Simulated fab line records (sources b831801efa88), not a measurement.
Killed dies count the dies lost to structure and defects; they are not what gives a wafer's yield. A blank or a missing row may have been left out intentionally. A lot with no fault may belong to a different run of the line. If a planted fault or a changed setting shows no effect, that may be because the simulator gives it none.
fab line records | flow gf180mcu
record: lots: 13 wafers: 39 lastDay: 34
route steps=602 shown STI@4 VT_IMPLANT@135 PSD@258 SAB@274
lots that met no fault: from a run of the same line without faults
startH: hours from the record's first day to the start of the lot's first wafer shown | waitH: hours since the lot's step before | " the same as in the row above | L1.1+2: a single row standing in for several wafers | - no value, or no start was given | * or withheld: withheld | < > ~ a bound
route shown NAME@n: a module of which the file shows steps, and the number in the route of the first | usual: mean/standard deviation of fault-free wafers | same: alike in all rows | chamber/n: place in a boat | sites: the reading at each site | _std_site: the standard deviation of these | _edge_site: inner sites' mean taken away from outer sites' mean | radiusMm: how far each site lies from the wafer's centre | mask NAME#n: copy n | behind: the tool/chamber that last shaped the wafer | hold: cause of the lot's hold/its duration in hours/its outcome | device: the n, p or np transistor that did not switch | end of line: tests run on the same wafers once the route is complete | a step without rows: its recipe alone | killed: the dies lost at the first sort to structure and to defects; this is not the yield of the wafer | map: per-die view of a wafer (x killed, . not killed, _ where there is no die)
set.NAME: setting as actually run; set.NAME@STEP: the setting as run at that earlier step | model.NAME: the simulator's own value behind a step, which no gauge read
steps of the route over a sample of lots; a table a step, a row a wafer
services: a tool's chamber out of use, with start hour (startH, from the record's first day; less than 0 if before it), hours out, and reason
== steps ==
step: GF_STI_CVD_03
recipe: material: Si3N4 precursor: DCS/NH3 targetThkNm: 207.16 tempC: 776.2 timeS: 3551 pressureMtorr: 250
usual: spikeTcTopC: 789.9/1.5
columns lot.wafer tool chamber startH waitH spikeTcTopC
L826.2 lpcvd-01 1 11.57 0.0 791.1
L826.3 " 1 " " 791.7
L826.5 " 1 " " 790.7
L827.2 lpcvd-02 0 17.07 0.0 791.5
L827.3 " 0 " " 788.6
L827.5 " 0 " " 789.7
L828.1 lpcvd-02 0 23.84 0.1 789.3
L828.2 " 0 " " 789.5
L828.6 " 0 " " 789.1
L830.1 lpcvd-01 0 33.21 0.1 788.4
L830.2 " 0 " " 788.3
L830.3 " 0 " " 787.1
L831.2 lpcvd-01 1 36.99 0.0 792.6
L831.3 " 1 " " 790.1
L831.6 " 1 " " 792.3
L832.1 lpcvd-02 0 41.57 0.1 790.1
L832.2 " 0 " " 789.1
L832.4 " 0 " " 788.9
L833.1 lpcvd-01 1 46.84 0.1 790.2
L833.5 " 1 " " 792.2
L833.6 " 1 " " 791.5
L834.3 lpcvd-01 0 51.57 0.0 787.4
L834.4 " 0 " " 790.2
L834.5 " 0 " " 787.3
L835.1 lpcvd-02 0 57.07 0.1 790.2
L835.3 " 0 " " 789.9
L835.6 " 0 " " 788.6
L838.1 lpcvd-01 0 71.57 0.1 788.7
L838.3 " 0 " " 789.4
L838.6 " 0 " " 789.7
L840.3 lpcvd-02 1 81.57 0.0 787.8
L840.4 " 1 " " 789.0
L840.5 " 1 " " 789.1
L845.2 lpcvd-01 0 106.61 0.0 789.9
L845.3 " 0 " " 788.9
L845.5 " 0 " " 789.7
L847.2 lpcvd-02 1 117.71 0.0 786.9
L847.4 " 1 " " 788.9
L847.6 " 1 " " 788.9
step: GF_STI_THK_MEAS_04
recipe: reads: Si3N4_of_STI_CVD_03
usual: STI_CVD_03_THK: 231.9/2
columns lot.wafer tool chamber startH waitH STI_CVD_03_THK[nm]
L826.2 filmMetro-02 - 13.57 0.0 234.0
L826.3 " - " " 235.0
L826.5 " - " " 233.2
L827.2 filmMetro-02 - 19.07 0.0 232.6
L827.3 " - " " 231.0
L827.5 " - " " 233.5
L828.1 filmMetro-03 - 26.82 0.0 231.5
L828.2 " - " " 232.2
L828.6 " - " " 234.0
L830.1 filmMetro-02 - 35.20 0.0 230.6
L830.2 " - " " 231.6
L830.3 " - " " 231.3
L831.2 filmMetro-02 - 38.98 0.0 230.6
L831.3 " - " " 231.1
L831.6 " - " " 230.7
L832.1 filmMetro-04 - 43.56 0.0 234.8
L832.2 " - " " 234.5
L832.4 " - " " 235.0
L833.1 filmMetro-04 - 48.82 0.0 231.3
L833.5 " - " " 229.6
L833.6 " - " " 231.3
L834.3 filmMetro-04 - 53.58 0.0 231.9
L834.4 " - " " 230.0
L834.5 " - " " 231.8
L835.1 filmMetro-02 - 59.05 0.0 231.7
L835.3 " - " " 232.0
L835.6 " - " " 232.4
L838.1 filmMetro-04 - 73.56 0.0 228.0
L838.3 " - " " 226.9
L838.6 " - " " 227.9
L840.3 filmMetro-04 - 83.58 0.0 232.3
L840.4 " - " " 231.3
L840.5 " - " " 235.2
L845.2 filmMetro-04 - 108.62 0.1 225.6
L845.3 " - " " 227.0
L845.5 " - " " 227.9
L847.2 filmMetro-03 - 119.70 0.0 232.6
L847.4 " - " " 230.4
L847.6 " - " " 231.2
step: GF_VT_IMPLANT_RTA_45
recipe: tempC: 1050 timeS: 30 ambient: N2
usual: lampPowerPct: 34.3/2.6 wafer_temp_C_max: 1056.2/1.9
columns lot.wafer tool chamber startH waitH lampPowerPct wafer_temp_C_max
L826.2 rtpAnneal-01 0 155.20 0.0 31.7 1058.9
L826.3 " 0 " " 31.7 1057.9
L826.5 " 0 " " 31.7 1055.8
L827.2 rtpAnneal-02 0 166.69 0.0 36.9 1055.2
L827.3 " 0 " " 36.9 1055.4
L827.5 " 0 " " 36.9 1054.3
L828.1 rtpAnneal-02 0 175.81 0.0 36.8 1055.9
L828.2 " 0 " " 36.9 1053.7
L828.6 " 0 " " 36.9 1054.4
L830.1 rtpAnneal-02 0 186.73 0.0 36.9 1055.9
L830.2 " 0 " " 36.9 1055.6
L830.3 " 0 " " 36.9 1055.1
L831.2 rtpAnneal-02 0 190.00 0.0 36.8 1053.8
L831.3 " 0 " " 36.9 1053.6
L831.6 " 0 " " 36.8 1053.3
L832.1 rtpAnneal-02 0 196.71 0.0 36.8 1052.9
L832.2 " 0 " " 36.8 1053.5
L832.4 " 0 " " 36.8 1054.5
L833.1 rtpAnneal-01 0 205.14 0.0 31.7 1056.5
L833.5 " 0 " " 31.7 1056.4
L833.6 " 0 " " 31.7 1057.2
L834.3 rtpAnneal-02 0 212.14 0.0 36.9 1056.5
L834.4 " 0 " " 36.9 1053.8
L834.5 " 0 " " 36.8 1055.8
L835.1 rtpAnneal-02 0 215.09 0.0 36.8 1054.6
L835.3 " 0 " " 36.9 1055.4
L835.6 " 0 " " 36.8 1054.9
L838.1 rtpAnneal-02 0 235.73 0.0 36.8 1052.7
L838.3 " 0 " " 36.9 1053.9
L838.6 " 0 " " 36.8 1054.6
L840.3 rtpAnneal-02 0 250.05 0.1 36.9 1054.0
L840.4 " 0 " " 36.8 1053.6
L840.5 " 0 " " 36.8 1053.6
L845.2 rtpAnneal-01 0 281.19 0.0 31.7 1057.2
L845.3 " 0 " " 31.7 1057.3
L845.5 " 0 " " 31.7 1057.7
L847.2 rtpAnneal-01 0 296.24 0.0 31.7 1056.5
L847.4 " 0 " " 31.7 1058.2
L847.6 " 0 " " 31.7 1057.8
step: GF_PSD_STRIP_10
recipe: chemistry: O2/N2 powerW: 1400 pressureMtorr: 1500 platenTempC: 250 o2FlowSccm: 3000 n2FlowSccm: 300 overashFraction: 0.5
usual: drypumpMotorCurrentA: 6.0/0.45 heaterPowerW: 322/30 oesProductAu: 0.592/0.0042 platenTempC: 250.01/0.18 stripTimeToEndpointS: 16.52/0.04
same: overashFraction: 0.5
columns lot.wafer tool chamber startH waitH drypumpMotorCurrentA heaterPowerW oesProductAu platenTempC rfHoursCounterH stripTimeToEndpointS
L826.2 plasmaAsher-03 1 316.67 0.1 6.6 304 0.597 250.07 20 16.47
L826.3 " 1 " " 6.5 309 0.595 250.09 - 16.47
L826.5 " 0 " " 6.1 349 0.596 249.79 - 16.46
L827.2 plasmaAsher-04 1 331.37 0.1 5.2 374 0.594 249.83 72 16.48
L827.3 " 1 " " 5.2 372 0.591 249.86 - 16.50
L827.5 " 1 " " 5.2 375 0.584 249.59 - 16.52
L828.1 plasmaAsher-02 1 347.44 0.1 6.2 300 0.593 250.19 55 16.53
L828.2 " 0 " " 6.3 286 0.592 249.89 55 16.57
L828.6 " 1 " " 6.2 303 0.594 249.97 - 16.55
L830.1 plasmaAsher-02 0 363.57 0.1 6.3 288 0.593 249.87 57 16.54
L830.2 " 1 " " 6.3 306 0.595 250.06 57 16.49
L830.3 " 0 " " 6.2 291 0.592 250.04 - 16.49
L831.2 plasmaAsher-02 0 364.57 0.1 6.2 276 0.585 249.94 57 16.49
L831.3 " 1 " " 6.2 311 0.591 249.76 - 16.50
L831.6 " 0 " " 6.3 283 0.596 250.34 - 16.52
L832.1 plasmaAsher-03 1 377.34 0.1 6.6 302 0.592 250.00 27 16.56
L832.2 " 0 " " 6.1 358 0.597 249.95 27 16.60
L832.4 " 0 " " 6.1 353 0.592 250.21 - 16.60
L833.1 plasmaAsher-03 1 387.69 0.1 6.6 312 0.595 250.11 28 16.48
L833.5 " 1 " " 6.6 309 0.592 250.11 - 16.52
L833.6 " 0 " " 6.1 360 0.592 250.23 - 16.50
L834.3 plasmaAsher-04 0 391.43 0.1 5.5 330 0.590 249.89 - 16.52
L834.4 " 1 " " 5.2 386 0.594 249.94 - 16.46
L834.5 " 0 " " 5.5 322 0.591 250.03 - 16.51
L835.1 plasmaAsher-03 1 393.77 0.1 6.6 309 0.594 250.04 28 16.50
L835.3 " 0 " " 6.1 369 0.591 249.88 - 16.54
L835.6 " 1 " " 6.5 309 0.591 250.19 - 16.48
L838.1 plasmaAsher-03 1 418.88 0.1 6.6 308 0.587 250.21 31 16.51
L838.3 " 1 " " 6.6 313 0.592 250.17 - 16.53
L838.6 " 0 " " 6.1 352 0.592 250.17 - 16.52
L840.3 plasmaAsher-03 1 439.18 0.1 6.6 308 0.592 249.42 - 16.52
L840.4 " 0 " " 6.1 349 0.594 250.13 - 16.48
L840.5 " 1 " " 6.6 308 0.593 249.72 - 16.49
L845.2 plasmaAsher-03 0 471.93 0.1 6.1 350 0.587 250.00 37 16.54
L845.3 " 0 " " 6.1 356 0.603 249.89 - 16.55
L845.5 " 1 " " 6.6 304 0.586 249.80 - 16.59
L847.2 plasmaAsher-04 0 492.33 0.1 5.5 343 0.591 249.59 6 16.55
L847.4 " 1 " " 5.2 353 0.591 249.98 - 16.56
L847.6 " 1 " " 5.2 364 0.592 250.33 - 16.53
step: GF_SAB_OVL_MEAS_10
usual: SAB_OVL: -1.0/1.6
columns lot.wafer tool chamber startH waitH SAB_OVL[nm]
L826.2 overlay-02 - 337.74 0.1 -3.7
L826.3 " - " " -4.0
L826.5 " - " " -4.1
L827.2 overlay-02 - 353.89 0.1 1.5
L827.3 " - " " -0.4
L827.5 " - " " -0.2
L828.1 overlay-02 - 370.11 0.1 -4.1
L828.2 " - " " -3.4
L828.6 " - " " -3.5
L830.1 overlay-02 - 386.61 0.1 -0.9
L830.2 " - " " 0.4
L830.3 " - " " -1.0
L831.2 overlay-01 - 388.19 0.1 -3.8
L831.3 " - " " -2.4
L831.6 " - " " -2.3
L832.1 overlay-02 - 400.16 0.1 0.1
L832.2 " - " " -0.6
L832.4 " - " " 0.3
L833.1 overlay-01 - 411.28 0.1 0.2
L833.5 " - " " -1.8
L833.6 " - " " -0.3
L834.3 overlay-02 - 415.39 0.1 -1.3
L834.4 " - " " -2.3
L834.5 " - " " -2.0
L835.1 overlay-01 - 417.83 0.1 0.3
L835.3 " - " " 0.5
L835.6 " - " " 0.0
L838.1 overlay-01 - 444.01 0.1 -2.2
L838.3 " - " " -3.3
L838.6 " - " " -1.3
L840.3 overlay-01 - 464.14 0.1 0.4
L840.4 " - " " -0.4
L840.5 " - " " 1.9
L845.2 overlay-01 - 496.24 0.1 -1.5
L845.3 " - " " -0.9
L845.5 " - " " -0.9
L847.2 overlay-01 - 515.58 0.1 -0.8
L847.4 " - " " -0.5
L847.6 " - " " 0.9
== services ==
columns tool chamber startH hours kind
plasmaAsher-02 - 22.67 2.8 pm
lpcvd-02 - 27.93 2.8 pm
plasmaAsher-04 - 70.23 4.3 pm
plasmaAsher-03 - 98.61 1.9 repair
plasmaAsher-03 - 108.75 9.0 pm
plasmaAsher-03 0 108.75 9.0 ventCycle
plasmaAsher-03 1 108.75 9.0 ventCycle
plasmaAsher-04 - 120.65 2.8 pm
rtpAnneal-02 - 223.88 5.8 repair
lpcvd-01 - 265.71 1.1 repair
plasmaAsher-03 - 304.38 1.2 repair
plasmaAsher-02 - 352.41 0.7 repair
lpcvd-02 - 392.12 1.6 repair
plasmaAsher-04 - 409.18 0.4 repair
plasmaAsher-04 - 421.25 9.0 pm
lpcvd-02 - 436.60 6.1 pm
plasmaAsher-04 - 438.52 0.9 repair
rtpAnneal-01 - 446.94 4.4 pm
rtpAnneal-02 - 451.30 3.9 pm
plasmaAsher-04 - 465.11 1.2 repair
plasmaAsher-04 - 472.39 0.8 repair
plasmaAsher-02 - 472.66 1.2 repair
lpcvd-01 - 475.68 1.0 repair
plasmaAsher-02 - 492.10 3.1 pm
== key ==
firstSign: step: GF_STI_THK_MEAS_04 reading: STI_CVD_03_THK direction: down sigmas: 2.6 usual: 231.9 struck: 226.8
effect none on later readings
metAt GF_STI_CVD_03
struckLots L845
struckWafers L845.2,L845.3,L845.5
testerLeftOut L845
notActingAt GF_VT_IMPLANT_RTA_45,GF_PSD_STRIP_10,GF_SAB_OVL_MEAS_10
onsetBetween 71.57 106.61
fault: kind: processParameterDrift tool: lpcvd-01 chamber: 0 onsetH: 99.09 steps: GF_STI_CVD_03 channel: timeS offset: * shape: step endH: 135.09 actsIn: * stated: *
testerLeftOut: of these lots the tester's yield and bins aren't shown, on N5 and GAA mostly nor the transistor test; their killed dies are dies lost to structure and defects alone, not to doping, threshold or leakage, so they don't give the yield
